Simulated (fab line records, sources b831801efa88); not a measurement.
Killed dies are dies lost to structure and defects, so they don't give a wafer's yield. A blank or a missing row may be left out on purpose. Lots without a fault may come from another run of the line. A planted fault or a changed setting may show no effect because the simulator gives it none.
Which tool did it? | flow sky130 | 14 lots, 42 wafers sampled, at 5 steps of a route of 708

WHAT THE GAUGES READ, wafer by wafer
SKY_VT_ADJUST_HVTP_OVL_MEAS_08. Usual: VT_ADJUST_HVTP_OVL -1.0 nm, standard deviation 1.4.
lot  | measured     | on         | VT_ADJUST_HVTP_OVL (nm) | flag
L957 | day 6 03:19  | overlay-02 | -2.2 -2.9 -2.2          |
L958 | day 6 12:58  | overlay-02 | 0.3 0.9 0.4             |
L961 | day 7 12:18  | overlay-02 | -0.3 -2.3 -2.5          |
L962 | day 7 13:49  | overlay-01 | -0.7 1.0 0.6            |
L963 | day 7 17:51  | overlay-02 | -2.0 -1.9 -2.2          |
L965 | day 8 11:40  | overlay-01 | -3.3 -4.2 -4.3          |
L966 | day 8 17:10  | overlay-02 | -0.7 -0.6 0.5           |
L967 | day 8 23:46  | overlay-01 | -0.3 -0.9 -0.9          |
L968 | day 9 00:40  | overlay-01 | 1.2 -0.2 -1.5           |
L969 | day 9 08:25  | overlay-02 | -2.2 -3.0 -2.0          |
L973 | day 10 16:10 | overlay-02 | -2.4 -1.9 -1.9          |
L976 | day 11 10:25 | overlay-02 | -1.0 -1.8 -0.8          |
L979 | day 12 05:28 | overlay-01 | -0.9 -1.4 -1.1          |
L980 | day 12 12:47 | overlay-01 | 0.9 0.8 -0.2            |

SKY_VT_ADJUST_LVTN_OVL_MEAS_18. Usual: VT_ADJUST_LVTN_01_OVL -2.0 nm, standard deviation 1.4.
lot  | measured     | on         | VT_ADJUST_LVTN_01_OVL (nm) | flag
L957 | day 7 16:56  | overlay-02 | -2.3 -3.1 -2.7             |
L958 | day 8 03:26  | overlay-02 | -0.9 -0.7 0.2              |
L961 | day 9 06:32  | overlay-02 | -2.0 -2.2 -1.3             |
L962 | day 9 08:11  | overlay-01 | -1.7 -3.0 -0.4             |
L963 | day 9 11:41  | overlay-01 | -1.2 -1.3 -1.2             |
L965 | day 10 08:32 | overlay-02 | -4.7 -4.2 -5.6             |
L966 | day 10 14:00 | overlay-01 | -2.3 -0.3 -0.1             |
L967 | day 10 21:49 | overlay-01 | -5.1 -5.4 -5.1             |
L968 | day 10 21:50 | overlay-02 | -2.8 -2.6 -3.2             |
L969 | day 11 07:24 | overlay-02 | 0.1 0.0 0.0                |
L973 | day 12 18:27 | overlay-02 | -1.6 -1.3 -1.5             |
L976 | day 13 14:12 | overlay-02 | -0.3 -0.8 -0.8             |
L979 | day 14 11:29 | overlay-02 | -0.4 -0.3 -0.6             |
L980 | day 14 19:15 | overlay-01 | -3.1 -2.7 -2.1             |

SKY_VT_ADJUST_PCH_OVL_MEAS_07. Usual: VT_ADJUST_PCH_OVL -0.1 nm, standard deviation 1.4.
lot  | measured     | on         | VT_ADJUST_PCH_OVL (nm) | flag
L957 | day 10 09:26 | overlay-02 | 0.6 -0.2 0.3           |
L958 | day 10 22:29 | overlay-02 | -1.7 -1.8 -0.3         |
L961 | day 12 05:44 | overlay-01 | 1.1 -0.1 2.0           |
L962 | day 12 07:36 | overlay-02 | 2.5 1.4 2.4            |
L963 | day 12 12:21 | overlay-02 | -0.4 -0.2 -1.1         |
L965 | day 13 13:47 | overlay-02 | 0.7 -0.4 -0.6          |
L966 | day 13 17:56 | overlay-02 | 0.2 -0.5 0.5           |
L967 | day 14 04:01 | overlay-02 | 0.6 -1.2 -0.4          |
L968 | day 14 04:57 | overlay-02 | -2.3 -2.6 -5.0         |
L969 | day 14 14:50 | overlay-02 | 1.1 0.0 -0.2           |
L973 | day 16 05:50 | overlay-02 | 3.2 1.0 2.3            |
L976 | day 17 04:47 | overlay-01 | 0.8 -0.5 0.1           |
L979 | day 18 02:20 | overlay-01 | 0.1 1.8 -0.1           |
L980 | day 18 11:01 | overlay-02 | -1.2 -1.0 0.0          |

SKY_SONOS_ONO_THK_MEAS_01. Usual: SONOS_ONO_OXIDATION_THK 2.60 nm, standard deviation 0.063.
lot  | measured     | on            | SONOS_ONO_OXIDATION_THK (nm) | flag
L957 | day 11 12:08 | film_metro-01 | 2.61 2.65 2.65               |
L958 | day 12 01:17 | film_metro-01 | 2.51 2.60 2.59               |
L961 | day 13 10:41 | film_metro-01 | 2.59 2.65 2.65               |
L962 | day 13 12:06 | film_metro-02 | 2.53 2.61 2.61               |
L963 | day 13 17:41 | film_metro-01 | 2.60 2.57 2.60               |
L965 | day 14 18:59 | film_metro-03 | 2.61 2.61 2.56               |
L966 | day 15 01:20 | film_metro-02 | 4.28 4.23 4.35               | OFF
L967 | day 15 10:13 | film_metro-02 | 2.63 2.65 2.70               |
L968 | day 15 12:34 | film_metro-03 | 2.55 2.65 2.56               |
L969 | day 16 04:37 | film_metro-01 | 4.11 4.26 4.19               | OFF
L973 | day 17 13:23 | film_metro-03 | 2.53 2.54 2.54               |
L976 | day 18 14:53 | film_metro-03 | 4.27 4.32 4.43               | OFF
L979 | day 19 11:19 | film_metro-01 | 2.56 2.60 2.60               |
L980 | day 19 20:30 | film_metro-01 | 2.65 2.68 2.59               |

WHICH TOOL RAN EACH LOT (tool, then ch and the chambers of the sampled wafers, then the start)
lot  | SKY_SONOS_ONO_OXIDATION_00
L957 | furnace-01 ch 0, day 11 10:47
L958 | furnace-01 ch 0, day 11 23:56
L961 | furnace-02 ch 0, day 13 09:20
L962 | furnace-02 ch 0, day 13 10:45
L963 | furnace-02 ch 0, day 13 16:20
L965 | furnace-02 ch 0, day 14 17:38
L966 | furnace-02 ch 0, day 14 22:28
L967 | furnace-01 ch 0, day 15 08:50
L968 | furnace-02 ch 0, day 15 11:13
L969 | furnace-02 ch 0, day 16 00:24
L973 | furnace-01 ch 0, day 17 12:01
L976 | furnace-02 ch 0, day 18 11:00
L979 | furnace-01 ch 0, day 19 09:59
L980 | furnace-01 ch 0, day 19 19:08
- SKY_SONOS_ONO_OXIDATION_00: stabilise 600 s, purge 300 s, target thk 2.6 nm.

WHAT THE TOOLS THEMSELVES READ (means of the sampled wafers that have a number; where no wafer has one, the mark that the record gives instead)
The record holds no such reading with a usual standard deviation.

THE ANSWER, worked out from the rows above alone
Rule: a lot is off if the mean of its wafers that have a number lies more than 3 standard deviations from the usual mean. A lot without any number at a reading at which 4 lots or more have one is off too. The other lots that the step has rows for count as sound. The gauges are gone through in route order, then the tools' own readings, and for those a lot's mean is taken as printed above. The first step at which some lot is off is used, and at that step the reading that is off furthest; a lot without a number counts as furthest.
Off: L966, L969, L976, at SKY_SONOS_ONO_THK_MEAS_01 (SONOS_ONO_OXIDATION_THK).
A tool fits if, at a process step before that reading, it ran every lot that is off, and no sound lot after the first of them. The gauges at SKY_SONOS_ONO_THK_MEAS_01 are tried like those tools. None of those tried fits.

WHAT THE SIMULATOR HAD PUT IN
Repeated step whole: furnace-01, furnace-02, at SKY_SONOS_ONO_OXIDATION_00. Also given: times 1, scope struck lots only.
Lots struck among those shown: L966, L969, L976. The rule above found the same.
